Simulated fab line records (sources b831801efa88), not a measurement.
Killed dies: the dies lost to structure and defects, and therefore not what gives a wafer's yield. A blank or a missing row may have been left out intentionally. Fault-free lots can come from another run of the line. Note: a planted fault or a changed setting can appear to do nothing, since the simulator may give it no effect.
Check of tool commonality + flow gf180mcu + Sampled: 13 lots, 39 wafers

WHAT PROMPTED THE OPENING
2 of 13 lots carry a flag on the reading HV_LDD_4_TW at GF_HV_LDD_TW_MEAS_50. Wafers without a fault read 571, standard deviation 5.6.
Rule: a lot is flagged when every wafer of it that has a number lies more than 4 standard deviations from that mean, or none has a number. The rest of the lots are taken to be sound.

| lot  | measured     | on            | HV_LDD_4_TW, wafer by wafer | flag    |
|------|--------------|---------------|-----------------------------|---------|
| L723 | day 12 16:58 | film-metro-04 | 577 576 577                 |         |
| L725 | day 13 04:25 | film-metro-03 | 568 568 572                 |         |
| L726 | day 13 14:41 | film-metro-03 | 571 568 569                 |         |
| L727 | day 13 21:55 | film-metro-04 | 508 513 512                 | FLAGGED |
| L729 | day 14 18:29 | film-metro-04 | 581 580 580                 |         |
| L731 | day 15 05:53 | film-metro-01 | 504 508 509                 | FLAGGED |
| L735 | day 16 18:19 | film-metro-01 | 564 566 568                 |         |
| L737 | day 17 14:55 | film-metro-03 | 568 569 572                 |         |
| L739 | day 18 18:47 | film-metro-03 | 576 578 578                 |         |
| L740 | day 18 21:02 | film-metro-01 | 565 563 563                 |         |
| L742 | day 19 08:07 | film-metro-03 | 582 580 580                 |         |
| L743 | day 19 14:04 | film-metro-01 | 566 568 565                 |         |
| L745 | day 20 10:07 | film-metro-03 | 580 579 581                 |         |
Average over the flagged lots: 509; offset from the usual -62, equal to -11 standard deviations.

WHICH TOOL RAN EACH LOT
2 process steps preceding the reading are held in the record, out of 602 steps in the route. Cell contents, in order: the tool; ch with the chambers the sampled wafers went through; the start.
| lot  | flag    | GF_DUAL_GATE_STRIP_13                | GF_HV_LDD_IMPLANT_48            |
|------|---------|--------------------------------------|---------------------------------|
| L723 |         | plasma-asher-04 ch 0,1, day 8 15:21  | implanter-02 ch 0, day 12 16:44 |
| L725 |         | plasma-asher-01 ch 0,1, day 9 02:08  | implanter-02 ch 0, day 13 04:10 |
| L726 |         | plasma-asher-03 ch 0,1, day 9 12:08  | implanter-03 ch 0, day 13 14:28 |
| L727 | FLAGGED | plasma-asher-01 ch 0,1, day 9 15:43  | implanter-02 ch 0, day 13 21:42 |
| L729 |         | plasma-asher-01 ch 0,1, day 10 10:38 | implanter-03 ch 0, day 14 18:15 |
| L731 | FLAGGED | plasma-asher-01 ch 0,1, day 10 21:01 | implanter-02 ch 0, day 15 05:39 |
| L735 |         | plasma-asher-03 ch 1, day 11 23:37   | implanter-01 ch 0, day 16 18:04 |
| L737 |         | plasma-asher-04 ch 0,1, day 12 15:01 | implanter-01 ch 0, day 17 14:40 |
| L739 |         | plasma-asher-04 ch 1, day 13 11:10   | implanter-01 ch 0, day 18 18:33 |
| L740 |         | plasma-asher-01 ch 0,1, day 13 17:26 | implanter-01 ch 0, day 18 20:48 |
| L742 |         | plasma-asher-03 ch 0, day 14 05:16   | implanter-02 ch 0, day 19 07:52 |
| L743 |         | plasma-asher-01 ch 0,1, day 14 10:41 | implanter-03 ch 0, day 19 13:49 |
| L745 |         | plasma-asher-04 ch 0, day 15 03:28   | implanter-02 ch 0, day 20 09:52 |
What is done by these steps:
- GF_DUAL_GATE_STRIP_13: strips in O2/N2.
- GF_HV_LDD_IMPLANT_48
- GF_HV_LDD_TW_MEAS_50

FLAGGED AGAINST TOTAL, ONE TOOL AT A TIME (gauges that did the reading follow at the end)
| step                  | tool            | lots run | flagged | share of the flagged lots | sound lots run after its first flagged lot |
|-----------------------|-----------------|----------|---------|---------------------------|--------------------------------------------|
| GF_DUAL_GATE_STRIP_13 | plasma-asher-01 | 6        | 2       | all                       | 3 (L729,L740,L743)                         |
| GF_DUAL_GATE_STRIP_13 | plasma-asher-03 | 3        | 0       | none                      | -                                          |
| GF_DUAL_GATE_STRIP_13 | plasma-asher-04 | 4        | 0       | none                      | -                                          |
| GF_HV_LDD_IMPLANT_48  | implanter-01    | 4        | 0       | none                      | -                                          |
| GF_HV_LDD_IMPLANT_48  | implanter-02    | 6        | 2       | all                       | 2 (L742,L745)                              |
| GF_HV_LDD_IMPLANT_48  | implanter-03    | 3        | 0       | none                      | -                                          |
| GF_HV_LDD_TW_MEAS_50  | film-metro-01   | 4        | 1       | some                      | 3 (L735,L740,L743)                         |
| GF_HV_LDD_TW_MEAS_50  | film-metro-03   | 6        | 0       | none                      | -                                          |
| GF_HV_LDD_TW_MEAS_50  | film-metro-04   | 3        | 1       | some                      | 1 (L729)                                   |

WHAT IS ALLOWED BY THE TABLE
Table rows that saw every flagged lot: 2, namely plasma-asher-01 at GF_DUAL_GATE_STRIP_13 and implanter-02 at GF_HV_LDD_IMPLANT_48.
- plasma-asher-01 at GF_DUAL_GATE_STRIP_13: 2 of its 6 lots flagged. After the first flagged lot (L729, L740, L743), sound lots still ran on it; a lasting fault on the whole tool would not permit that.
- implanter-02 at GF_HV_LDD_IMPLANT_48: 2 of its 6 lots flagged. After the first flagged lot (L742, L745), sound lots still ran on it; a lasting fault on the whole tool would not permit that. Its own readings lie more than 4 standard deviations out on every wafer of the flagged lots: tilt-deg.
No row of the table ran every flagged lot and no sound lot after the first.

WHAT THE SIMULATOR PUT IN
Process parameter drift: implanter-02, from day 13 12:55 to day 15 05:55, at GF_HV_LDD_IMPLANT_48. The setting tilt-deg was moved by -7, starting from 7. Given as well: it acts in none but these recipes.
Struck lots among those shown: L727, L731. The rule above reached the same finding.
